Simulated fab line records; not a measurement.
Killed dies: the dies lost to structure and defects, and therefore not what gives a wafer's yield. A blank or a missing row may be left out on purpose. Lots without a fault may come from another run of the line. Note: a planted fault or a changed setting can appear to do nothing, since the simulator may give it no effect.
fab line records | flow gf180mcu
[record] lots = 5 | wafers = 15 | last-day = 33
route steps=602 shown POLY_GATE@168 HV_LDD@176
lots untouched by any fault: they come from a run of this same line in which no faults occurred
start-h: hours from the record's opening day to when the first of the lot's shown wafers began | wait-h: hours from the lot's prior step to this one | " repeats the value in the row above | L1.1+2: one row covering several wafers at once | - either no value or no given start | * or withheld: withheld | < > ~ a bound
route shown NAME@n: a module of which the file shows steps, and the number in the route of the first | usual: mean/standard deviation taken from wafers without a fault | same: alike in all rows | chamber/n: place in a boat | sites: the reading at each site | _std_site: standard deviation across them | _edge_site: outer sites' mean less inner sites' | radius-mm: for every site, how far away it sits from the centre of the wafer | mask NAME#n: copy n | behind: tool/chamber where the wafer was last shaped | hold: what put the lot on hold/how long, in hours/how the hold closed | device: the transistor (n, p or np) that didn't switch | end of line: tests of these same wafers at the route's end | a step with no rows: only its recipe | killed: dies that structure and defects cost at the first sort, which is not the same as the wafer's yield | map: shows each die of a wafer: x if killed, . if not, _ if none is there
set.NAME: the setting the step ran with; set.NAME@STEP: the setting that earlier step ran with | model.NAME: the simulator's own value behind a step, which no gauge read
lots at some steps of the route; a table a step, a row a wafer
services: when a tool's chamber went out of use (start-h, in hours from the record's first day, below 0 if earlier), for how many hours, and the reason
[[steps]]
[step GF_POLY_GATE_OVL_MEAS_11]
[usual] POLY_GATE_OVL = 2/4.7
lot.wafer | tool       | chamber | start-h | wait-h | POLY_GATE_OVL[nm]
L596.2    | overlay-01 | -       | 229.88  | 0.1    | -2
L596.4    | "          | -       | "       | "      | -3
L596.5    | "          | -       | "       | "      | 1
L598.1    | overlay-01 | -       | 242.69  | 0.1    | 7
L598.4    | "          | -       | "       | "      | 6
L598.6    | "          | -       | "       | "      | -1
L607.1    | overlay-01 | -       | 301.00  | 0.1    | 5
L607.2    | "          | -       | "       | "      | 4
L607.4    | "          | -       | "       | "      | 0
L610.2    | overlay-01 | -       | 333.36  | 0.1    | -1
L610.5    | "          | -       | "       | "      | -13
L610.6    | "          | -       | "       | "      | -2
L611.1    | overlay-02 | -       | 335.49  | 0.1    | 4
L611.3    | "          | -       | "       | "      | 0
L611.4    | "          | -       | "       | "      | -3
[step GF_POLY_GATE_ETCH_12]
[recipe] chemistry = N2/H2 | target-depth-a = withheld | overetch-a = withheld | time-s = withheld | target = BARC | ion-energy-ev = 200 | source-w = 500 | bias-w = 100 | pressure-mtorr = 30 | n2-flow-sccm = 100 | h2-flow-sccm = 200
[usual] drypump-motor-current-A = 5.8/0.41 | oes-product-au = 0.735/0.0044 | throttle-valve-pct = 13.214/0.0087
lot.wafer | tool        | chamber | start-h | wait-h | drypump-motor-current-A | oes-product-au | throttle-valve-pct
L596.2    | rie-diel-03 | 3       | 229.91  | 0.0    | 5.5                     | 0.740          | 13.222
L596.4    | "           | 1       | "       | "      | 6.0                     | 0.732          | 13.208
L596.5    | "           | 0       | "       | "      | 6.1                     | 0.732          | 13.209
L598.1    | rie-diel-03 | 0       | 242.73  | 0.0    | 6.1                     | 0.741          | 13.208
L598.4    | "           | 3       | "       | "      | 5.5                     | 0.735          | 13.208
L598.6    | "           | 1       | "       | "      | 6.1                     | 0.737          | 13.220
L607.1    | rie-diel-04 | 0       | 301.04  | 0.0    | 5.8                     | 0.731          | 13.207
L607.2    | "           | 3       | "       | "      | 5.5                     | 0.733          | 13.209
L607.4    | "           | 1       | "       | "      | 6.0                     | 0.726          | 13.208
L610.2    | rie-diel-03 | 2       | 333.39  | 0.0    | 6.7                     | 0.734          | 13.203
L610.5    | "           | 0       | "       | "      | 6.1                     | 0.735          | 13.214
L610.6    | "           | 3       | "       | "      | 5.5                     | 0.736          | 13.215
L611.1    | rie-diel-04 | 1       | 335.53  | 0.0    | 6.0                     | 0.727          | 13.205
L611.3    | "           | 3       | "       | "      | 5.5                     | 0.738          | 13.211
L611.4    | "           | 2       | "       | "      | 6.0                     | 0.739          | 13.211
[step GF_POLY_GATE_ETCH_13]
[recipe] target = poly-Si | target-depth-nm = 198.5 | stop-on = SiO2 | over-etch-frac = 0.403 | chemistry = HBr/Cl2 | icp-w = 400 | bias-w = 100 | pressure-mtorr = 10 | HBr_flow_sccm = 150 | Cl2_flow_sccm = 50 | time-s = 69.6
[usual] drypump-motor-current-A = 5.8/0.46 | oes-product-au = 0.985/0.0079 | throttle-valve-pct = 33.685/0.01
lot.wafer | tool      | chamber | start-h | wait-h | drypump-motor-current-A | oes-product-au | rf-hours-counter-h | throttle-valve-pct
L596.2    | rie-si-02 | 2       | 229.96  | -      | 5.4                     | 0.986          | 1                  | 33.678
L596.4    | "         | 3       | "       | "      | 5.4                     | 0.988          | -                  | 33.696
L596.5    | "         | 1       | "       | "      | 6.3                     | 0.987          | -                  | 33.673
L598.1    | rie-si-01 | 3       | 242.78  | -      | 5.6                     | 0.988          | 17                 | 33.679
L598.4    | "         | 2       | "       | "      | 5.1                     | 0.993          | 1                  | 33.693
L598.6    | "         | 2       | "       | "      | 5.1                     | 0.986          | -                  | 33.684
L607.1    | rie-si-01 | 2       | 301.09  | -      | 5.1                     | 0.994          | 1                  | 33.673
L607.2    | "         | 3       | "       | "      | 5.5                     | 0.976          | 17                 | 33.672
L607.4    | "         | 0       | "       | "      | 6.3                     | 0.981          | 17                 | 33.671
L610.2    | rie-si-02 | 1       | 333.44  | -      | 6.3                     | 0.978          | 0                  | 33.686
L610.5    | "         | 3       | "       | "      | 5.4                     | 0.982          | -                  | 33.685
L610.6    | "         | 0       | "       | "      | 5.9                     | 0.991          | -                  | 33.672
L611.1    | rie-si-01 | 1       | 335.58  | -      | 6.3                     | 0.988          | 76                 | 33.700
L611.3    | "         | 3       | "       | "      | 5.5                     | 0.980          | 18                 | 33.696
L611.4    | "         | 0       | "       | "      | 6.3                     | 0.983          | 18                 | 33.684
[step GF_POLY_GATE_STRIP_14]
[recipe] chemistry = O2/N2 | power-w = 1400 | pressure-mtorr = 1500 | platen-temp-c = 250 | o2-flow-sccm = 3000 | n2-flow-sccm = 300 | overash-fraction = 0.5
[usual] drypump-motor-current-A = 5.5/0.61 | heater-power-w = 351/39 | oes-product-au = 0.506/0.0047
lot.wafer | tool            | chamber | start-h | wait-h | drypump-motor-current-A | heater-power-w | oes-product-au | rf-hours-counter-h
L596.2    | plasma-asher-02 | 1       | 230.02  | 0.0    | 5.9                     | 328            | 0.504          | 10
L596.4    | "               | 0       | "       | "      | 6.3                     | 322            | 0.504          | -
L596.5    | "               | 0       | "       | "      | 6.4                     | 320            | 0.506          | -
L598.1    | plasma-asher-04 | 1       | 242.83  | 0.0    | 5.7                     | 408            | 0.510          | 64
L598.4    | "               | 1       | "       | "      | 5.7                     | 414            | 0.502          | -
L598.6    | "               | 0       | "       | "      | 4.6                     | 310            | 0.514          | -
L607.1    | plasma-asher-02 | 1       | 301.15  | 0.0    | 5.9                     | 327            | 0.498          | 17
L607.2    | "               | 0       | "       | "      | 6.3                     | 324            | 0.507          | 17
L607.4    | "               | 0       | "       | "      | 6.3                     | 328            | 0.511          | -
L610.2    | plasma-asher-01 | 0       | 333.49  | 0.0    | 6.0                     | 374            | 0.511          | 67
L610.5    | "               | 1       | "       | "      | 4.9                     | 340            | 0.509          | -
L610.6    | "               | 0       | "       | "      | 5.9                     | 378            | 0.498          | -
L611.1    | plasma-asher-01 | 1       | 335.63  | 0.0    | 4.9                     | 339            | 0.504          | 67
L611.3    | "               | 0       | "       | "      | 5.9                     | 378            | 0.508          | -
L611.4    | "               | 1       | "       | "      | 4.9                     | 335            | 0.507          | -
[step GF_POLY_GATE_CLEAN_15]
[recipe] chemistry = SC1/SC2 | mix = 1:4:20 | temp-c = 70 | time-s = 150 | dry = n2-spin
[step GF_POLY_GATE_OXIDATION_16]
[recipe] temp-c = 850 | ambient = O2 | stabilise-s = 600 | purge-s = 300 | target-thk-a = 40 | ox-time-s = 899
[step GF_POLY_GATE_THK_MEAS_17]
[recipe] reads = SiO2_of_POLY_GATE_OXIDATION_16
[usual] POLY_GATE_OXIDATION_THK = 4.02/0.074
lot.wafer | tool          | chamber | start-h | wait-h | POLY_GATE_OXIDATION_THK[nm]
L596.2    | film-metro-02 | -       | 232.76  | 0.0    | 4.02
L596.4    | "             | -       | "       | "      | 3.98
L596.5    | "             | -       | "       | "      | 4.04
L598.1    | film-metro-03 | -       | 244.24  | 0.0    | 3.97
L598.4    | "             | -       | "       | "      | 4.13
L598.6    | "             | -       | "       | "      | 4.18
L607.1    | film-metro-04 | -       | 302.89  | 0.0    | 4.01
L607.2    | "             | -       | "       | "      | 4.07
L607.4    | "             | -       | "       | "      | 4.06
L610.2    | film-metro-02 | -       | 335.83  | 0.0    | 4.20
L610.5    | "             | -       | "       | "      | 4.26
L610.6    | "             | -       | "       | "      | 4.09
L611.1    | film-metro-04 | -       | 337.07  | 0.0    | 4.06
L611.3    | "             | -       | "       | "      | 4.05
L611.4    | "             | -       | "       | "      | 4.01
[step GF_POLY_GATE_CD_MEAS_18]
[usual] cd-nm = 280.5/1.9
lot.wafer | tool      | chamber | start-h | wait-h | cd-nm
L596.2    | cd-sem-02 | -       | 232.84  | 0.1    | 277.5
L596.4    | "         | -       | "       | "      | 279.8
L596.5    | "         | -       | "       | "      | 279.6
L598.1    | cd-sem-02 | -       | 244.30  | 0.1    | 279.1
L598.4    | "         | -       | "       | "      | 276.0
L598.6    | "         | -       | "       | "      | 277.3
L607.1    | cd-sem-01 | -       | 302.95  | 0.1    | 279.6
L607.2    | "         | -       | "       | "      | 282.4
L607.4    | "         | -       | "       | "      | 280.9
L610.2    | cd-sem-01 | -       | 335.91  | 0.1    | 281.9
L610.5    | "         | -       | "       | "      | 284.3
L610.6    | "         | -       | "       | "      | 283.7
L611.1    | cd-sem-02 | -       | 337.13  | 0.1    | 280.4
L611.3    | "         | -       | "       | "      | 278.9
L611.4    | "         | -       | "       | "      | 278.1
[step GF_HV_LDD_DEHYDRATE_00]
[recipe] temp-c = 200 | time-s = 60
[step GF_HV_LDD_HMDS_01]
[recipe] prime-time-s = 60 | prime-temp-c = 120
[step GF_HV_LDD_COAT_02]
[recipe] resist = NOVOLAK | spin-rpm = 3000 | resist-thk-nm = 1000
[step GF_HV_LDD_SOFTBAKE_03]
[recipe] temp-c = 90 | time-s = 60 | resist = NOVOLAK
[step GF_HV_LDD_EXPOSE_04]
[recipe] mask-id = Nplus_LV_AREA | target-cd-nm = 400 | na = 0.6 | source-shape = conventional | sigma-outer = 0.6 | dose-mj = 140
[usual] focus-offset-nm = 0.0/0.53
[same] sigma-outer = 0.6
lot.wafer | tool             | chamber | start-h | wait-h | mask               | focus-offset-nm
L596.2    | iline-stepper-02 | 0       | 242.51  | -      | Nplus_LV_AREA#0    | -0.5
L596.4    | "                | 0       | "       | "      | Nplus_LV_AREA#0    | 0.2
L596.5    | "                | 0       | "       | "      | Nplus_LV_AREA#0    | -0.3
L598.1    | iline-stepper-01 | 0       | 253.56  | -      | Nplus_LV_AREA#0    | -0.6
L598.4    | "                | 0       | "       | "      | Nplus_LV_AREA#0    | 0.0
L598.6    | "                | 0       | "       | "      | Nplus_LV_AREA#0    | 0.7
L607.1    | iline-stepper-02 | 0       | 313.56  | -      | Nplus_LV_AREA_R1#0 | 0.0
L607.2    | "                | 0       | "       | "      | Nplus_LV_AREA_R1#0 | 0.4
L607.4    | "                | 0       | "       | "      | Nplus_LV_AREA_R1#0 | 0.6
L610.2    | iline-stepper-02 | 0       | 346.69  | -      | Nplus_LV_AREA#0    | 0.4
L610.5    | "                | 0       | "       | "      | Nplus_LV_AREA#0    | 0.5
L610.6    | "                | 0       | "       | "      | Nplus_LV_AREA#0    | 0.7
L611.1    | iline-stepper-01 | 0       | 347.89  | -      | Nplus_LV_AREA#0    | -0.1
L611.3    | "                | 0       | "       | "      | Nplus_LV_AREA#0    | -0.3
L611.4    | "                | 0       | "       | "      | Nplus_LV_AREA#0    | -0.9
[step GF_HV_LDD_PEB_05]
[recipe] temp-c = withheld | time-s = * | resist = NOVOLAK
[step GF_HV_LDD_DEVELOP_06]
[recipe] develop-time-s = 62.09 | dev-temp-c = 23
lot.wafer | tool           | chamber | start-h | wait-h | model.HV_LDD.cd-nm
L596.2    | litho-track-04 | 0       | 251.46  | 0.1    | 402.8
L596.4    | "              | 0       | "       | "      | 400.4
L596.5    | "              | 0       | "       | "      | 399.5
L598.1    | litho-track-04 | 0       | 263.09  | 0.1    | 397
L598.4    | "              | 0       | "       | "      | 396.1
L598.6    | "              | 0       | "       | "      | 394.2
L607.1    | litho-track-01 | 0       | 323.71  | 0.1    | 319.7
L607.2    | "              | 0       | "       | "      | 321
L607.4    | "              | 0       | "       | "      | 322.3
L610.2    | litho-track-04 | 0       | 357.66  | 0.1    | 398.1
L610.5    | "              | 0       | "       | "      | 397.1
L610.6    | "              | 0       | "       | "      | 397.7
L611.1+4  | litho-track-01 | 0       | 357.96  | 0.1    | 396
L611.3    | "              | 0       | "       | "      | 396.7
[step GF_HV_LDD_CD_MEAS_07]
[recipe] target-cd-nm = 400
[usual] cd-nm = 399.8/1.9
lot.wafer | tool      | chamber | start-h | wait-h | cd-nm
L596.2    | cd-sem-02 | -       | 251.61  | 0.1    | 402.6
L596.4    | "         | -       | "       | "      | 400.6
L596.5    | "         | -       | "       | "      | 399.8
L598.1    | cd-sem-01 | -       | 263.24  | 0.1    | 396.9
L598.4    | "         | -       | "       | "      | 396.2
L598.6    | "         | -       | "       | "      | 394.1
L607.1    | cd-sem-01 | -       | 323.86  | 0.1    | 319.5
L607.2    | "         | -       | "       | "      | 320.9
L607.4    | "         | -       | "       | "      | 322.6
L610.2    | cd-sem-01 | -       | 357.80  | 0.1    | 398.3
L610.5    | "         | -       | "       | "      | 396.9
L610.6    | "         | -       | "       | "      | 397.6
L611.1    | cd-sem-02 | -       | 358.11  | 0.1    | 396.2
L611.3    | "         | -       | "       | "      | 396.6
L611.4    | "         | -       | "       | "      | 395.8
[step GF_HV_LDD_OVL_MEAS_08]
[usual] HV_LDD_OVL = -1.4/1.3
lot.wafer | tool       | chamber | start-h | wait-h | HV_LDD_OVL[nm]
L596.2    | overlay-01 | -       | 251.71  | 0.1    | -2.0
L596.4    | "          | -       | "       | "      | -3.9
L596.5    | "          | -       | "       | "      | -3.3
L598.1    | overlay-02 | -       | 263.36  | 0.1    | 0.7
L598.4    | "          | -       | "       | "      | -0.1
L598.6    | "          | -       | "       | "      | -0.3
L607.1    | overlay-02 | -       | 323.98  | 0.1    | 0.8
L607.2    | "          | -       | "       | "      | -1.9
L607.4    | "          | -       | "       | "      | -2.6
L610.2    | overlay-01 | -       | 357.91  | 0.1    | -0.5
L610.5    | "          | -       | "       | "      | -0.5
L610.6    | "          | -       | "       | "      | 0.0
L611.1    | overlay-02 | -       | 358.23  | 0.1    | -2.2
L611.3    | "          | -       | "       | "      | -2.3
L611.4    | "          | -       | "       | "      | -1.7
[[services]]
tool             | chamber | start-h | hours | kind
plasma-asher-02  | -       | 208.41  | 3.9   | pm
plasma-asher-01  | -       | 218.69  | 1.0   | repair
litho-track-01   | -       | 219.77  | -     | consumable-replace:filter
rie-si-02        | 0       | 220.57  | -     | clean
rie-si-02        | 0       | 220.57  | 28.8  | scheduled-down
rie-si-02        | 0       | 220.57  | 28.8  | vent-cycle
rie-si-01        | 2       | 220.82  | 1.7   | repair
rie-si-01        | 2       | 224.03  | 4.2   | repair
iline-stepper-02 | -       | 240.30  | 1.7   | pm
rie-diel-04      | 0       | 257.89  | -     | clean
rie-diel-04      | 0       | 257.89  | 22.4  | scheduled-down
rie-diel-04      | 0       | 257.89  | 22.4  | vent-cycle
rie-diel-03      | 0       | 258.17  | 9.5   | repair
rie-diel-03      | 3       | 274.70  | -     | clean
rie-diel-03      | 3       | 274.70  | 21.8  | scheduled-down
rie-diel-03      | 3       | 274.70  | 21.8  | vent-cycle
rie-si-02        | 1       | 297.06  | -     | clean
rie-si-02        | 1       | 297.06  | 14.7  | scheduled-down
iline-stepper-01 | -       | 306.51  | 1.7   | pm
rie-diel-03      | 3       | 310.72  | 6.2   | repair
rie-si-01        | 3       | 315.74  | 2.7   | repair
plasma-asher-02  | -       | 329.72  | 17.7  | repair
rie-si-02        | 0       | 341.08  | 3.2   | repair
iline-stepper-01 | -       | 352.92  | 8.4   | repair
[[key]]
[first-sign] step = GF_HV_LDD_EXPOSE_04 | reading = mask | direction = changed
[effect] step = GF_HV_LDD_CD_MEAS_07 | reading = cd-nm | direction = down | sigmas = 42 | usual = 399.8 | struck = 321.0
[model-effect] step = GF_HV_LDD_DEVELOP_06 | value = HV_LDD.cd-nm | without = 401 | struck = 321
met-at GF_HV_LDD_EXPOSE_04
struck-wafers L607.1,L607.2,L607.4
tester-left-out L607
onset-between 242.51 313.56
[fault] kind = wrong-mask | tool = any | chamber = - | onset-h = 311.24 | steps = GF_HV_LDD_EXPOSE_04 | aux-copy = Nplus_LV_AREA_R1#0 | cd-offset-nm = -80 | scope = struck-lots-only
// tester-left-out: of these lots the tester's yield and bins aren't shown, on N5 and GAA mostly nor the transistor test; their killed dies are dies lost to structure and defects alone, not to doping, threshold or leakage, so they don't give the yield
